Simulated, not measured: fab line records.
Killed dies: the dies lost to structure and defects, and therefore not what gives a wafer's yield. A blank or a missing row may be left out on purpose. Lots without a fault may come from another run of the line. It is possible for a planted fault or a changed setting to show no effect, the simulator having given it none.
Which of the tools did it? + flow sky130 + 12 lots, 36 wafers sampled, at 4 steps of a route of 708

== WHAT EACH GAUGE READ, for each wafer ==
SKY_VIA2_CD_MEAS_12: the cd target is 200 nm. Usual: cd-nm at 200.4 nm, with a standard deviation of 1.5.
| lot  | measured     | on        | cd-nm (nm)        | flag |
|------|--------------|-----------|-------------------|------|
| L793 | day 36 09:16 | cd-sem-02 | 199.8 200.2 201.0 |      |
| L797 | day 38 09:38 | cd-sem-01 | 198.6 199.9 199.3 |      |
| L796 | day 38 15:04 | cd-sem-02 | 200.2 200.2 199.8 |      |
| L798 | day 38 18:03 | cd-sem-01 | 206.8 205.5 206.1 | OFF  |
| L800 | day 38 21:42 | cd-sem-01 | 207.7 208.6 209.2 | OFF  |
| L804 | day 40 07:09 | cd-sem-02 | 201.1 199.3 200.0 |      |
| L803 | day 40 09:58 | cd-sem-01 | 199.1 198.3 199.7 |      |
| L805 | day 40 10:41 | cd-sem-02 | 197.8 198.9 199.4 |      |
| L807 | day 40 14:35 | cd-sem-01 | 200.4 200.4 200.0 |      |
| L809 | day 41 06:02 | cd-sem-01 | 200.2 202.4 200.3 |      |
| L811 | day 42 04:54 | cd-sem-01 | 201.6 202.1 200.6 |      |
| L814 | day 42 16:49 | cd-sem-01 | 203.2 203.7 202.1 |      |

== WHAT TOOL EACH LOT RAN ON (gives the tool, then ch and the chambers of the sampled wafers, and finally the start) ==
| lot  | SKY_METAL2_DESCUM_17              | SKY_VIA2_CMP_02               | SKY_VIA2_EXPOSE_09                |
|------|-----------------------------------|-------------------------------|-----------------------------------|
| L793 | rie-metal-02 ch 0,1, day 35 04:38 | cmp-01 ch 2,3, day 35 05:39   | krf-scanner-01 ch 0, day 35 19:58 |
| L797 | rie-metal-02 ch 0,1, day 37 05:40 | cmp-01 ch 1,2,3, day 37 06:38 | krf-scanner-01 ch 0, day 37 20:20 |
| L796 | rie-metal-01 ch 0,1, day 37 11:56 | cmp-01 ch 0,1,3, day 37 13:00 | krf-scanner-01 ch 0, day 38 02:16 |
| L798 | rie-metal-01 ch 0,1, day 37 14:10 | cmp-02 ch 0,1,2, day 37 15:08 | krf-scanner-01 ch 0, day 38 05:19 |
| L800 | rie-metal-02 ch 0, day 37 18:37   | cmp-02 ch 0,2,3, day 37 19:54 | krf-scanner-01 ch 0, day 38 09:38 |
| L804 | rie-metal-04 ch 0,1, day 39 05:29 | cmp-02 ch 0,3, day 39 06:34   | krf-scanner-02 ch 0, day 39 19:16 |
| L803 | rie-metal-04 ch 0,1, day 39 07:47 | cmp-01 ch 0,3, day 39 08:47   | krf-scanner-02 ch 0, day 39 21:28 |
| L805 | rie-metal-01 ch 0, day 39 08:58   | cmp-02 ch 1,2, day 39 10:07   | krf-scanner-02 ch 0, day 39 22:16 |
| L807 | rie-metal-02 ch 0,1, day 39 13:34 | cmp-01 ch 0,1,3, day 39 14:38 | krf-scanner-02 ch 0, day 40 02:51 |
| L809 | rie-metal-02 ch 0,1, day 40 04:25 | cmp-01 ch 2,3, day 40 05:43   | krf-scanner-02 ch 0, day 40 18:42 |
| L811 | rie-metal-04 ch 0,1, day 41 02:31 | cmp-01 ch 1,2, day 41 04:29   | krf-scanner-02 ch 0, day 41 16:34 |
| L814 | rie-metal-02 ch 0,1, day 41 15:46 | cmp-02 ch 1,2,3, day 41 16:50 | krf-scanner-02 ch 0, day 42 05:48 |
- SKY_METAL2_DESCUM_17: chemistry O2, time 8 s.
- SKY_VIA2_CMP_02: polishes SiO2.
- SKY_VIA2_EXPOSE_09: exposes mask VIM2, target cd 200 nm.

== AS READ BY THE TOOLS THEMSELVES (means over the sampled wafers that have a number; for cases with no such wafer, the mark the record gives instead) ==
SKY_METAL2_DESCUM_17. Usual: chamber-pressure-mTorr 10.001 mTorr, standard deviation 0.0091; drypump-motor-current-A 5.7 A, standard deviation 0.31; oes-product-au 1.008 a.u., standard deviation 0.011.
| lot  | tool         | chamber-pressure-mTorr (mTorr) | drypump-motor-current-A (A) | oes-product-au (a.u.) | flag |
|------|--------------|--------------------------------|-----------------------------|-----------------------|------|
| L793 | rie-metal-02 | 9.990                          | 5.6                         | 1.003                 |      |
| L797 | rie-metal-02 | 10.007                         | 5.3                         | 1.010                 |      |
| L796 | rie-metal-01 | 10.008                         | 5.4                         | 1.004                 |      |
| L798 | rie-metal-01 | 10.000                         | 5.6                         | 0.992                 |      |
| L800 | rie-metal-02 | 9.998                          | 5.8                         | 1.000                 |      |
| L804 | rie-metal-04 | 10.006                         | 5.9                         | 1.013                 |      |
| L803 | rie-metal-04 | 9.998                          | 5.8                         | 1.006                 |      |
| L805 | rie-metal-01 | 10.007                         | 5.8                         | 1.017                 |      |
| L807 | rie-metal-02 | 10.000                         | 5.6                         | 1.007                 |      |
| L809 | rie-metal-02 | 9.994                          | 5.3                         | 1.022                 |      |
| L811 | rie-metal-04 | 10.006                         | 5.8                         | 1.013                 |      |
| L814 | rie-metal-02 | 9.993                          | 5.3                         | 1.010                 |      |

SKY_VIA2_CMP_02. Usual: motor-current-A 12.2 A, standard deviation 1.2; retaining-ring-pressure-frac 1.000, standard deviation 0.0051; slurry-flow-ml-min 150.0, standard deviation 0.47.
| lot  | tool   | motor-current-A (A) | retaining-ring-pressure-frac | slurry-flow-ml-min | flag |
|------|--------|---------------------|------------------------------|--------------------|------|
| L793 | cmp-01 | 11.5                | 1.002                        | 149.3              |      |
| L797 | cmp-01 | 12.3                | 1.000                        | 149.8              |      |
| L796 | cmp-01 | 12.4                | 1.008                        | 149.8              |      |
| L798 | cmp-02 | 12.8                | 1.001                        | 150.3              |      |
| L800 | cmp-02 | 11.6                | 1.001                        | 150.2              |      |
| L804 | cmp-02 | 10.6                | 0.998                        | 150.0              |      |
| L803 | cmp-01 | 13.1                | 0.998                        | 150.2              |      |
| L805 | cmp-02 | 12.7                | 1.004                        | 149.5              |      |
| L807 | cmp-01 | 12.0                | 0.998                        | 150.1              |      |
| L809 | cmp-01 | 12.5                | 1.005                        | 150.7              |      |
| L811 | cmp-01 | 12.5                | 1.004                        | 150.2              |      |
| L814 | cmp-02 | 11.6                | 0.998                        | 149.8              |      |

SKY_VIA2_EXPOSE_09. Usual: exposure-dose-mJ-cm2 at 37.92, with a standard deviation of 0.043.
| lot  | tool           | exposure-dose-mJ-cm2 | flag |
|------|----------------|----------------------|------|
| L793 | krf-scanner-01 | 37.98                |      |
| L797 | krf-scanner-01 | 37.93                |      |
| L796 | krf-scanner-01 | 37.98                |      |
| L798 | krf-scanner-01 | 39.46                | OFF  |
| L800 | krf-scanner-01 | 39.47                | OFF  |
| L804 | krf-scanner-02 | 37.89                |      |
| L803 | krf-scanner-02 | 37.91                |      |
| L805 | krf-scanner-02 | 37.87                |      |
| L807 | krf-scanner-02 | 37.92                |      |
| L809 | krf-scanner-02 | 37.86                |      |
| L811 | krf-scanner-02 | 37.90                |      |
| L814 | krf-scanner-02 | 37.92                |      |

== THE ANSWER, worked out from the rows above alone ==
Rule: lot off if the mean of its wafers having a number is beyond 3 standard deviations from the usual mean. Also off: a lot with no number at a reading for which 4 or more lots have one. Where the step has rows for the other lots, those lots are counted as sound. After the gauges, taken in route order, come the tools' own readings; for these a lot's mean is taken, as printed above. The first step at which some lot is off is used, and at that step the reading that is off furthest; a lot without a number counts as furthest.
Off: L798, L800 (SKY_VIA2_CD_MEAS_12, cd-nm).
If a tool, at a process step before that reading, ran all the lots that are off and no sound lot after the first of them, it fits. The gauges at SKY_VIA2_CD_MEAS_12 aren't tried: what is off there is off at SKY_VIA2_EXPOSE_09 too, on other tools, and a gauge's error can't cause that. One fits: krf-scanner-01 at SKY_VIA2_EXPOSE_09. A fault onset in the window from L796 (day 38 02:16, its last sound lot) to L798 (day 38 05:19, its first lot off) fits.
On the lots that are off, the tool's own readings at SKY_VIA2_EXPOSE_09 differ by more than 5 times the standard deviation of the sound lots' means, which bears it out; exposure-dose-mJ-cm2 reads 39.47 there versus 37.92 on the sound lots.

== WHAT THE SIMULATOR PUT IN ==
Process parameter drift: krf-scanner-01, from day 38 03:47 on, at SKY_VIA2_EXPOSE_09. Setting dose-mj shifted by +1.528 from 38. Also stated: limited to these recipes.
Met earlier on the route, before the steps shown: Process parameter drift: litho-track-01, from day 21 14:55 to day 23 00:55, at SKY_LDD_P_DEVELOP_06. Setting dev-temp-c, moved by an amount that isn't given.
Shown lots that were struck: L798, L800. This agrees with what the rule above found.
